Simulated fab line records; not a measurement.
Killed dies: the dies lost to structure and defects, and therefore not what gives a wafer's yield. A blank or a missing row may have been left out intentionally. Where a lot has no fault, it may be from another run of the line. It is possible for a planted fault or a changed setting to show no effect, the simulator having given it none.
Comparing a struck lot with a sound one || flow sky130 || 15 out of 708 route steps
Sound: wafers L369.3, L369.4, L369.6. Struck: wafers L366.2, L366.5, L366.6. The cause comes at the end.
Order at every step that has rows: each side's tool, ch and its chambers, its first start. Under that, the readings that differ: sound wafers || struck wafers || difference of the means || sigmas: that difference in standard deviations of wafers without a fault.
alike: words and numbers the same on both sides, and readings whose means are apart by under 2 such deviations; not compared: readings that were withheld, readings missing a value for some wafer, numbers with overlapping values and no deviation given by the record, and bounds like >300 which may hide the same value.
Wherever a step has rows on one side only, a row that says differs or no value, or a row with sigmas, the two part there. Numbers that have no deviation but don't overlap get no sigmas and don't part them. Lack of a reading on every wafer of one side parts them only where that side has two or more wafers.

first, 2 steps without rows for these wafers: SKY_DNWELL_DEVELOP_06 (develop time 60 s); SKY_DNWELL_IMPLANT_07.
SKY_DNWELL_STRIP_08: strips in O2/N2.
  sound on plasmaAsher-04 ch 0,1, day 6 18:58; struck on plasmaAsher-02 ch 0,1, day 6 07:43
  alike: drypumpMotorCurrentA, oesProductAu, stripTimeToEndpointS
  not compared: rfHoursCounterH
SKY_DNWELL_TW_MEAS_09:
  sound on filmMetro-04, day 6 19:03; struck on filmMetro-04, day 6 07:49
  alike: DNWELL_TW
then, 7 steps without rows for these wafers: SKY_PWDE_DEHYDRATE_00 (time 60 s); SKY_PWDE_HMDS_01 (prime time 60 s); SKY_PWDE_COAT_02 (resist thk 3000 nm); SKY_PWDE_SOFTBAKE_03; SKY_PWDE_EXPOSE_04 (exposes mask PWDEM, target cd 840 nm); SKY_PWDE_PEB_05; SKY_PWDE_DEVELOP_06 (develop time 60 s).
SKY_PWDE_OVL_MEAS_07:
  sound on overlay-01, day 7 14:02; struck on overlay-01, day 7 02:44
  alike: PWDE_OVL
SKY_PWDE_IMPLANT_08:
  sound on implanter-02 ch 0, day 7 14:07; struck on implanter-01 ch 0, day 7 02:47
{"reading": "beamEnergyKeV", "sound": "149.98 149.95 150.03", "struck": "139.52 139.55 139.51", "difference": -10.46, "sigmas": "-99 or more"}
{"reading": "model.implant.rpNm (nm)", "sound": "420 420 420", "struck": "416.6 416.6 416.6", "difference": -3.4, "sigmas": ""}
{"reading": "model.implant.drpNm (nm)", "sound": "97.97 97.97 97.97", "struck": "95.34 95.34 95.34", "difference": -2.63, "sigmas": ""}
SKY_PWDE_STRIP_09: strips in O2/N2.
  sound on plasmaAsher-01 ch 0,1, day 7 14:14; struck on plasmaAsher-04 ch 0,1, day 7 02:55
  alike: drypumpMotorCurrentA, oesProductAu, stripTimeToEndpointS
  not compared: rfHoursCounterH
-- the record jumps here: 42 days lie between the struck wafers' starts before and after (it left off in module PWDE and takes up again in module PAD_OPEN, whose first step shown is number 708 of the route) --
SKY_PAD_OPEN_PROBE_99:
  sound on prober-02, day 49 12:56; struck on prober-01, day 49 01:47
  alike: killed_at_M0_to_M3, killed_at_M4_up, killedAtContacts, killedAtFrontEnd, killedAtOther, killedDies, killedOpen, killedShort
  not compared: model.etest.res_p_drift_20v.lineOhmUm, model.etest.res_p_drift_20v.rsOhmSq

## WHERE THEY PART
Only at SKY_PWDE_IMPLANT_08, within this record. Later steps at which nothing parts them and some readings are alike: SKY_PWDE_STRIP_09, SKY_PAD_OPEN_PROBE_99.

WHY: the cause the simulator had injected
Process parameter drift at SKY_PWDE_IMPLANT_08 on implanter-01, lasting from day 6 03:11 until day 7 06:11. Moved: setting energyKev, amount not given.
